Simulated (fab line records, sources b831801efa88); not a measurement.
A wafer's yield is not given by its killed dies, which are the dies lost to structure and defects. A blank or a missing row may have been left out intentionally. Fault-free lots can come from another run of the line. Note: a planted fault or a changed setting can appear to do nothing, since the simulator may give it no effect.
The tool behind it: which one? -- flow gf180mcu -- 36 wafers from 12 lots sampled at 2 of the route's 602 steps

WHAT THE GAUGES SHOWED, per wafer
GF_V5_BOW_MEAS_05.
lot,measured,on,V5_BOW (um)
L162,day 26 02:55,film metro-01,138 122 136
L163,day 26 08:52,film metro-01,160 139 135
L164,day 26 20:32,film metro-03,136 135 142
L165,day 27 04:25,film metro-02,158 137 141
L166,day 27 14:47,film metro-02,127 120 128
L167,day 27 15:09,film metro-01,136 136 138
L169,day 28 04:02,film metro-03,126 134 125
L171,day 28 21:52,film metro-03,130 121 121
L172,day 29 02:37,film metro-01,147 134 136
L175,day 30 03:31,film metro-03,138 143 130
L176,day 30 11:58,film metro-03,117 128 118
L180,day 32 03:58,film metro-02,125 114 142

TOOL THAT RAN EACH LOT (tool first, then ch and the chambers of the sampled wafers, then the start)
lot,GF_M4_METAL_ETCH_16
L162,"rie metal-01 ch 0,1, day 23 02:58"
L163,"rie metal-04 ch 0,1, day 23 09:14"
L164,"rie metal-02 ch 0, day 23 22:10"
L165,"rie metal-04 ch 0,1, day 24 07:07"
L166,"rie metal-02 ch 0,1, day 24 17:43"
L167,"rie metal-01 ch 1, day 24 18:27"
L169,"rie metal-02 ch 0,1, day 25 09:37"
L171,"rie metal-04 ch 0,1, day 26 04:43"
L172,"rie metal-04 ch 0,1, day 26 10:02"
L175,"rie metal-01 ch 0,1, day 27 11:43"
L176,"rie metal-02 ch 0,1, day 27 22:16"
L180,"rie metal-01 ch 0,1, day 29 18:40"
- GF_M4_METAL_ETCH_16: etches the open film in Cl2/BCl3, stops on SiO2, target depth 750.8 nm, time 125.1 s.

WHAT THE TOOLS THEMSELVES READ (means of the sampled wafers that have a number; where no wafer has one, the mark that the record gives instead)
GF_M4_METAL_ETCH_16.
lot,tool,drypump motor current A (A),he backside leak sccm (sccm),oes product au (a.u.),throttle valve pct (%)
L162,rie metal-01,5.8,3.19,0.992,28.222
L163,rie metal-04,5.4,3.28,0.987,28.229
L164,rie metal-02,5.7,3.31,0.991,28.227
L165,rie metal-04,5.3,3.11,0.989,28.237
L166,rie metal-02,6.3,3.20,0.985,28.229
L167,rie metal-01,5.4,3.57,0.991,28.232
L169,rie metal-02,6.0,3.27,0.990,28.233
L171,rie metal-04,5.4,3.21,0.991,28.234
L172,rie metal-04,5.3,3.12,0.990,28.219
L175,rie metal-01,5.6,3.54,0.997,28.217
L176,rie metal-02,6.3,3.34,0.993,28.226
L180,rie metal-01,5.6,3.34,0.988,28.232

THE ANSWER, worked out from the rows above alone
Rule: what is usual is taken from the lots themselves. The widest of any qualifying gaps counts: lots, ordered by their means at a reading, are off when they make up no more than a third of the lots, leave a main group of 4 or more, and stand apart from it by 3 or more times the standard deviation of that group's means. A main group whose means are all the same, to the digits that the tables above print for the reading, isn't used. Also off: a lot with no number at a reading for which 4 or more lots have one. All remaining lots with rows at the step are treated as sound. First the gauges in route order, then the tools' own readings, where a lot's mean is used as printed above. At the first step where some lot is off, the reading lying furthest off is the one used; lots without a number count as furthest.
None of the lots is off at any reading shown; this tells nothing.

WHAT THE SIMULATOR PUT IN
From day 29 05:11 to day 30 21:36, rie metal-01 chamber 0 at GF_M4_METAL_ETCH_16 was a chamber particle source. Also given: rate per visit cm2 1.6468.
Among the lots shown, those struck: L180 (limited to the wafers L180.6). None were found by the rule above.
